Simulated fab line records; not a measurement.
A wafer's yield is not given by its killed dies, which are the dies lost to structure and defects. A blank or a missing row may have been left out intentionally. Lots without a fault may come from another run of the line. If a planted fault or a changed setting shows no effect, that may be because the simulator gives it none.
Struck lot and sound lot, side by side || flow gf180mcu || 18 out of 602 route steps
Sound: the wafers L710.3, L710.4, L710.6. Wafers struck: L703.1, L703.2, L703.5. The cause is given at the end.
Each step with rows lists, per side, the tool, then ch with its chambers, then its first start. Under that, the readings that differ: sound wafers || struck wafers || difference of the means || sigmas: that difference in standard deviations of wafers without a fault.
alike: words and numbers the same on both sides, and readings whose means are apart by under 2 such deviations; not compared: readings that were withheld, readings missing a value for some wafer, numbers with overlapping values and no deviation given by the record, and bounds like >300 which may hide the same value.
The two part at a step that has a row with sigmas, a row that says differs or no value, or rows on one side only. When numbers do not overlap yet have no deviation, they are printed without sigmas and do not part them. Lack of a reading on every wafer of one side parts them only where that side has two or more wafers.

first, 7 steps without rows for these wafers: GF_VT_IMPLANT_DEHYDRATE_33 (time 60 s); GF_VT_IMPLANT_HMDS_34 (prime time 60 s); GF_VT_IMPLANT_COAT_35 (resist thk 1000 nm); GF_VT_IMPLANT_SOFTBAKE_36 (time 60 s); GF_VT_IMPLANT_EXPOSE_37 (exposes mask Nwell HV AREA, target cd 860 nm); GF_VT_IMPLANT_PEB_38; GF_VT_IMPLANT_DEVELOP_39 (develop time 60 s).
GF_VT_IMPLANT_OVL_MEAS_40:
  sound on overlay-01 at day 11 13:51; struck on overlay-02 at day 9 16:07
  alike: VT_IMPLANT_03_OVL
following that, these wafers have no rows for 1 step: GF_VT_IMPLANT_IMPLANT_41.
GF_VT_IMPLANT_STRIP_42: strips in O2/N2.
  sound on plasmaAsher-04 ch 0,1, day 11 14:03; struck on plasmaAsher-03 ch 0,1, day 9 16:19
  alike: drypumpMotorCurrentA, heaterPowerW, oesProductAu, stripTimeToEndpointS
  not compared: rfHoursCounterH
GF_VT_IMPLANT_TW_MEAS_43:
  sound on filmMetro-03 at day 11 14:08; struck on filmMetro-03 at day 9 16:25
  alike: VT_IMPLANT_4_TW
then, 1 step without rows for these wafers: GF_VT_IMPLANT_CLEAN_44 (cleans in SC1/SC2, time 150 s).
GF_VT_IMPLANT_RTA_45: time 30 s.
  struck on rtpAnneal-02, day 9 16:31; sound on rtpAnneal-01 ch 0, day 11 14:16
  no value came back on the struck wafers for annealTempCMax, chamberO2Ppm, lampPowerPct (%), wafer_temp_C_max; on the sound wafers annealTempCMax reads 1058.0 1057.6 1056.5
GF_VT_IMPLANT_RS_MEAS_46: the measuring method here is four-point-probe.
  sound on filmMetro-01 at day 11 14:22; struck on filmMetro-02 at day 9 16:37
{"reading": "MVSD_RS (ohm/sq)", "sound": "455.2 454.9 455.0", "struck": "133.0 133.4 132.8", "difference": -322.0, "sigmas": "-99 or more"}
GF_VT_IMPLANT_RS_MEAS_47: the measuring method here is four-point-probe.
  sound on filmMetro-01 at day 11 14:29; struck on filmMetro-02 at day 9 16:44
{"reading": "NWELL_RS (ohm/sq)", "sound": "488.4 488.6 487.8", "struck": "133.1 132.9 132.8", "difference": -355.3, "sigmas": "-99 or more"}
GF_VT_IMPLANT_RS_MEAS_48: the measuring method here is four-point-probe.
  sound on filmMetro-01 at day 11 14:37; struck on filmMetro-02 at day 9 16:52
{"reading": "LVPWELL_RS (ohm/sq)", "sound": "1194 1192 1193", "struck": "133 133 133", "difference": -1060, "sigmas": "-99 or more"}
GF_VT_IMPLANT_RS_MEAS_49: the measuring method here is four-point-probe.
  sound on filmMetro-01 at day 11 14:44; struck on filmMetro-02 at day 9 16:59
{"reading": "MVPSD_RS (ohm/sq)", "sound": "1167.3 1167.4 1168.0", "struck": "133.1 132.8 132.9", "difference": -1034.6, "sigmas": "-99 or more"}
then, 1 step without rows for these wafers: GF_VT_IMPLANT_WET_ETCH_50 (etches SiO2 in dHF, target depth 20 nm, time 400 s).

WHERE THEY PART
Earliest at GF_VT_IMPLANT_RTA_45; latest, in this record, at GF_VT_IMPLANT_RS_MEAS_49.

WHY: the cause the simulator had injected
Whole step skipped at GF_VT_IMPLANT_RTA_45 on rtpAnneal-02, starting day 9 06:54. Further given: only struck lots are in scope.
